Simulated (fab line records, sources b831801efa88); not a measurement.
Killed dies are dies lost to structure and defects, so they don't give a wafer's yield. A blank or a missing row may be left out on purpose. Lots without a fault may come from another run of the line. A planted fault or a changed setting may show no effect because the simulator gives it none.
Which tool did it? | flow gf180mcu | 14 lots, 42 wafers sampled, at 5 steps of a route of 602

WHAT THE GAUGES READ, wafer by wafer
GF_NWELL_TW_MEAS_11. Usual: NWELL_TW 1566, standard deviation 16.
lot  | measured    | on            | NWELL_TW       | flag
L504 | day 3 15:38 | film_metro-04 | 1569 1572 1570 |
L505 | day 3 22:16 | film_metro-01 | 1556 1547 1546 |
L506 | day 4 01:41 | film_metro-03 | 1576 1579 1580 |
L508 | day 4 13:32 | film_metro-01 | 1552 1544 1546 |
L509 | day 4 17:58 | film_metro-01 | 1546 1538 1547 |
L510 | day 4 22:59 | film_metro-01 | 1549 1550 1546 |
L511 | day 5 03:44 | film_metro-03 | 1594 1586 1592 |
L513 | day 5 14:50 | film_metro-01 | 1546 1552 1553 |
L519 | day 6 22:32 | film_metro-01 | 1556 1553 1541 |
L520 | day 7 03:29 | film_metro-03 | 1575 1581 1585 |
L521 | day 7 09:36 | film_metro-03 | 1577 1563 1578 |
L524 | day 8 01:56 | film_metro-03 | 1573 1571 1586 |
L525 | day 8 08:45 | film_metro-01 | 1548 1546 1546 |
L526 | day 8 13:18 | film_metro-04 | 1583 1583 1598 |

GF_VT_IMPLANT_OVL_MEAS_07. Usual: VT_IMPLANT_OVL -1.1 nm, standard deviation 1.4.
lot  | measured     | on         | VT_IMPLANT_OVL (nm) | flag
L504 | day 5 22:53  | overlay-02 | -4.5 -2.5 -0.8      |
L505 | day 6 05:22  | overlay-02 | -2.4 -4.1 -3.5      |
L506 | day 6 09:45  | overlay-01 | -1.6 -0.2 0.0       |
L508 | day 7 02:04  | overlay-01 | 0.0 -0.8 1.0        |
L509 | day 7 03:19  | overlay-02 | -0.8 -1.1 -3.5      |
L510 | day 7 11:06  | overlay-02 | -2.9 -1.9 -1.8      |
L511 | day 7 16:57  | overlay-01 | -1.0 -1.3 -2.7      |
L513 | day 8 03:53  | overlay-02 | 1.2 -0.2 0.6        |
L519 | day 9 17:34  | overlay-01 | -2.2 -1.5 -1.1      |
L520 | day 9 22:06  | overlay-01 | 0.3 1.5 3.1         |
L521 | day 10 03:54 | overlay-01 | 0.0 -0.7 -0.4       |
L524 | day 10 22:31 | overlay-01 | 0.5 -0.1 -0.2       |
L525 | day 11 08:22 | overlay-02 | -0.2 -0.5 -1.9      |
L526 | day 11 11:18 | overlay-02 | -1.1 -1.8 -1.1      |

GF_VT_IMPLANT_TW_MEAS_21. Usual: VT_IMPLANT_2_TW 1219, standard deviation 7.9.
lot  | measured     | on            | VT_IMPLANT_2_TW | flag
L504 | day 6 13:50  | film_metro-04 | 1225 1216 1219  |
L505 | day 6 20:48  | film_metro-02 | 1228 1226 1227  |
L506 | day 7 01:38  | film_metro-04 | 1222 1214 1220  |
L508 | day 7 18:23  | film_metro-04 | 1215 1214 1214  |
L509 | day 7 19:21  | film_metro-04 | 1215 1223 1213  |
L510 | day 8 03:17  | film_metro-02 | 1094 1094 1090  | OFF
L511 | day 8 08:35  | film_metro-02 | 1224 1215 1223  |
L513 | day 8 20:59  | film_metro-04 | 1088 1087 1095  | OFF
L519 | day 10 11:02 | film_metro-04 | 1207 1207 1206  |
L520 | day 10 16:32 | film_metro-01 | 1202 1206 1203  |
L521 | day 10 22:27 | film_metro-02 | 1234 1233 1220  |
L524 | day 11 17:34 | film_metro-04 | 1211 1225 1210  |
L525 | day 12 03:32 | film_metro-04 | 1220 1214 1220  |
L526 | day 12 07:05 | film_metro-02 | 1229 1227 1225  |

GF_VT_IMPLANT_OVL_MEAS_40. Usual: VT_IMPLANT_03_OVL -1.0 nm, standard deviation 1.1.
lot  | measured     | on         | VT_IMPLANT_03_OVL (nm) | flag
L504 | day 7 20:45  | overlay-01 | -2.4 -3.0 -2.0         |
L505 | day 8 04:16  | overlay-01 | -2.2 -1.7 -1.4         |
L506 | day 8 09:19  | overlay-01 | -0.4 -2.5 -1.4         |
L508 | day 9 02:40  | overlay-02 | 0.2 -0.5 -1.0          |
L509 | day 9 04:15  | overlay-02 | -1.3 -2.8 -0.6         |
L510 | day 9 12:25  | overlay-02 | -0.3 0.6 -0.3          |
L511 | day 9 18:28  | overlay-02 | -0.8 -0.9 -1.2         |
L513 | day 10 06:48 | overlay-02 | 1.4 -2.7 -1.5          |
L519 | day 11 23:29 | overlay-01 | -0.6 -2.1 -0.4         |
L520 | day 12 05:55 | overlay-01 | -2.5 -0.4 -0.9         |
L521 | day 12 12:15 | overlay-02 | -1.3 -2.1 -1.6         |
L524 | day 13 08:29 | overlay-01 | -1.0 -0.1 -1.1         |
L525 | day 13 18:39 | overlay-02 | -2.0 -1.7 -3.0         |
L526 | day 13 22:59 | overlay-01 | -1.3 0.0 -1.1          |

WHICH TOOL RAN EACH LOT (tool, then ch and the chambers of the sampled wafers, then the start)
lot  | GF_VT_IMPLANT_IMPLANT_19
L504 | implanter-04 ch 0, day 6 13:35
L505 | implanter-02 ch 0, day 6 20:35
L506 | implanter-02 ch 0, day 7 01:23
L508 | implanter-01 ch 0, day 7 18:08
L509 | implanter-01 ch 0, day 7 19:08
L510 | implanter-02 ch 0, day 8 03:02
L511 | implanter-01 ch 0, day 8 08:20
L513 | implanter-02 ch 0, day 8 20:44
L519 | implanter-01 ch 0, day 10 10:47
L520 | implanter-01 ch 0, day 10 16:17
L521 | implanter-04 ch 0, day 10 22:14
L524 | implanter-02 ch 0, day 11 17:19
L525 | implanter-02 ch 0, day 12 03:19
L526 | implanter-01 ch 0, day 12 06:52
- GF_VT_IMPLANT_IMPLANT_19

WHAT THE TOOLS THEMSELVES READ (means of the sampled wafers that have a number; where no wafer has one, the mark that the record gives instead)
GF_VT_IMPLANT_IMPLANT_19. Usual: tilt_deg 6.997 degrees, standard deviation 0.018.
lot  | tool         | tilt_deg (degrees) | flag
L504 | implanter-04 | 6.998              |
L505 | implanter-02 | 7.017              |
L506 | implanter-02 | 7.004              |
L508 | implanter-01 | 7.012              |
L509 | implanter-01 | 6.989              |
L510 | implanter-02 | 0.004              | OFF
L511 | implanter-01 | 6.975              |
L513 | implanter-02 | -0.024             | OFF
L519 | implanter-01 | 7.003              |
L520 | implanter-01 | 7.019              |
L521 | implanter-04 | 6.995              |
L524 | implanter-02 | 6.969              |
L525 | implanter-02 | 6.989              |
L526 | implanter-01 | 7.006              |

THE ANSWER, worked out from the rows above alone
Rule: a lot is off if the mean of its wafers that have a number lies more than 3 standard deviations from the usual mean. A lot without any number at a reading at which 4 lots or more have one is off too. The other lots that the step has rows for count as sound. The gauges are gone through in route order, then the tools' own readings, and for those a lot's mean is taken as printed above. The first step at which some lot is off is used, and at that step the reading that is off furthest; a lot without a number counts as furthest.
Off: L510, L513, at GF_VT_IMPLANT_TW_MEAS_21 (VT_IMPLANT_2_TW).
A tool fits if, at a process step before that reading, it ran every lot that is off, and no sound lot after the first of them. The gauges at GF_VT_IMPLANT_TW_MEAS_21 aren't tried: what is off there is off at GF_VT_IMPLANT_IMPLANT_19 too, on other tools, and a gauge's error can't cause that. None of those tried fits.

WHAT THE SIMULATOR HAD PUT IN
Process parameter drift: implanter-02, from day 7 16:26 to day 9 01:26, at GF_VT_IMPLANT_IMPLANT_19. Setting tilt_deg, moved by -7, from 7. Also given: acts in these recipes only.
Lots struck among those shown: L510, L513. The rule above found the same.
